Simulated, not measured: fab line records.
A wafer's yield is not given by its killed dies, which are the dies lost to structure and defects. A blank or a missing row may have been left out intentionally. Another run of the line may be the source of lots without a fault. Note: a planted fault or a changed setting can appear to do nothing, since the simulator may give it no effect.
Comparing a struck lot with a sound one :: flow gf180mcu :: 20 out of 602 route steps
Sound: these wafers, L376.2, L376.5, L376.6. Wafers L382.1, L382.5, L382.6 were the ones struck. At the end, the cause is stated.
Order at every step that has rows: each side's tool, ch and its chambers, its first start. Under that, the readings that differ: sound wafers :: struck wafers :: difference of the means :: sigmas: that difference in standard deviations of wafers without a fault.
alike: same words and numbers on both sides, and readings whose means sit less than 2 such deviations apart. not compared: any withheld reading, any reading some wafer has no value for, any bound like >300 that may hide the same value, and any number with overlapping values for which the record gives no deviation.
A row with sigmas, a row that says differs or no value, or rows on one side alone: a step with any of these is where the two part. When numbers do not overlap yet have no deviation, they are printed without sigmas and do not part them. A reading missing from all wafers of one side parts the sides only when that side holds two or more wafers.

first, 1 step without rows for these wafers: GF_V2_CVD_00 (deposits SiO2, target thk 600 nm, time 100 s).
GF_V2_THK_MEAS_01:
  sound: film metro-04 at day 20 17:34; struck: film metro-02 at day 23 01:49
  alike: V2_CVD_00_THK
GF_V2_CVD_02: deposits SiO2 from TEOS, target thk 850 nm, time 94.851 s.
  sound on pecvd-03 ch 0,1, day 20 17:37; struck on pecvd-04 ch 1,2, day 23 01:52
  alike: heater power w
GF_V2_THK_MEAS_03:
  sound: film metro-03 at day 20 17:41; struck: film metro-03 at day 23 01:56
  alike: V2_CVD_02_THK
GF_V2_CMP_04: polishes SiO2.
  sound on cmp-02 ch 1,2, day 20 17:47; struck on cmp-01 ch 2,3, day 23 02:02
reading: motor current A (A)
sound: 11.0 11.0 8.9
struck: 14.1 12.2 14.4
difference: +3.3
sigmas: +2
  alike: head pressure psi, time to endpoint s
GF_V2_BOW_MEAS_05:
  sound: film metro-02 at day 20 18:04; struck: film metro-04 at day 23 02:17
  alike: V2_BOW
then, 6 steps without rows for these wafers: GF_V2_DEHYDRATE_06 (time 60 s); GF_V2_HMDS_07 (prime time 60 s); GF_V2_COAT_08; GF_V2_COAT_09 (resist thk 1000 nm); GF_V2_SOFTBAKE_10 (time 60 s); GF_V2_EXPOSE_11 (exposes mask Via2, target cd 260 nm).
GF_V2_PEB_12: peb time 90 s.
  sound on litho track-01 ch 0, day 21 17:51; struck on litho track-04 ch 0, day 24 00:04
then, 1 step without rows for these wafers: GF_V2_DEVELOP_13 (develop time 60 s).
GF_V2_CD_MEAS_14: the cd target is 260 nm.
  sound: cd sem-01 at day 21 18:11; struck: cd sem-01 at day 24 00:25
reading: cd nm (nm)
sound: 259.9 260.2 260.4
struck: 266.5 266.1 265.4
difference: +5.8
sigmas: +4
GF_V2_OVL_MEAS_15:
  sound: overlay-02 at day 21 18:17; struck: overlay-02 at day 24 00:32
  alike: V2_OVL
GF_V2_ETCH_16: etches BARC in N2/H2.
  sound on rie diel-02 ch 0,2,3, day 21 18:19; struck on rie diel-03 ch 0,1, day 24 00:34
reading: model.V2.cd nm (nm)
sound: 260.5 260.2 260.2
struck: 266.9 266.1 265.4
difference: +5.8
sigmas: 
  alike: drypump motor current A, oes product au, throttle valve pct
GF_V2_ETCH_17: etches SiO2 in C4F8/O2/Ar, stops on TiN, target depth 630 nm.
  sound: rie diel-02 ch 0,2,3; struck: rie diel-03 ch 0,1
reading: model.V2.cd nm (nm)
sound: 260.5 260.1 260.2
struck: 266.9 265.9 265
difference: +5.7
sigmas: 
  alike: oes product au
GF_V2_STRIP_18: strips in O2/N2.
  sound on plasma asher-03 ch 0,1, day 21 18:27; struck on plasma asher-03 ch 0,1, day 24 00:41
  alike: drypump motor current A, heater power w, oes product au
  not compared: rf hours counter h
-- the record jumps here: 8 days lie between the struck wafers' starts before and after (it left off in module V2 and takes up again in module PASSIVATION, whose first step shown is number 602 of the route) --
GF_PASSIVATION_PROBE_99:
  the record has rows for the struck wafers here (prober-01, day 31 22:40) and none for the sound ones

WHERE THEY PART
First at GF_V2_CMP_04; last, within this record, at GF_PASSIVATION_PROBE_99.

WHY: what had been put in by the simulator
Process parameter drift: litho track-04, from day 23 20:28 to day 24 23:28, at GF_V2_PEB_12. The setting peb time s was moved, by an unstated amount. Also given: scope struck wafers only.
